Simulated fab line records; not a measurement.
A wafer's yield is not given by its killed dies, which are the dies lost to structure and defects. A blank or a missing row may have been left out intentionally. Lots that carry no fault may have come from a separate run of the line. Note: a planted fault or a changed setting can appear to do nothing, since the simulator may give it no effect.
Chamber matching | flow gf180mcu | GF_V1_CVD_02 on pecvd-02 has 3 sister chambers
The step deposits SiO2 from TEOS, target thk 850 nm, time 94.851 s. 3 wafers are shown with their chamber, then 7 later ones without.

WAFERS, EACH WITH ITS CHAMBER
wafer  | chamber | heater power w (W)
L706.1 | 2       | 666
L713.1 | 0       | 775
L713.3 | 1       | 585

WAFERS WITH NO CHAMBER GIVEN
wafer  | heater power w (W)
L713.4 | 785
L718.2 | 694
L718.4 | 681
L718.6 | 555
L719.1 | 705
L719.3 | 637
L719.4 | 667

WHICH CHAMBER EACH ONE RAN IN
wafer  | from the rows above     | in truth
L713.4 | 0                       | 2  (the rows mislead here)
L718.2 | 2                       | 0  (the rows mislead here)
L718.4 | 2                       | 2
L718.6 | 1                       | 1
L719.1 | can't be placed: 2 or 0 | 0
L719.3 | can't be placed: 2 or 1 | 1
L719.4 | 2                       | 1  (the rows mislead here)
Placed correctly: 2 of 7. Can't be placed from these rows: 2 (the true chamber is among the candidates in 2). Placed wrongly: 3.
How it was worked out, from the rows above alone: a wafer's distance from a chamber is the root of the sum, over the readings, of the square of ((its reading less the chamber's mean) divided by the reading's scatter). The wafer belongs to the nearest chamber; if the next one is less than 2 further off, it can't be placed. The mean given for a chamber averages the wafers shown for that chamber. The scatter: root of mean squared gap, hidden wafer to nearest shown wafer, with one shown wafer a chamber.
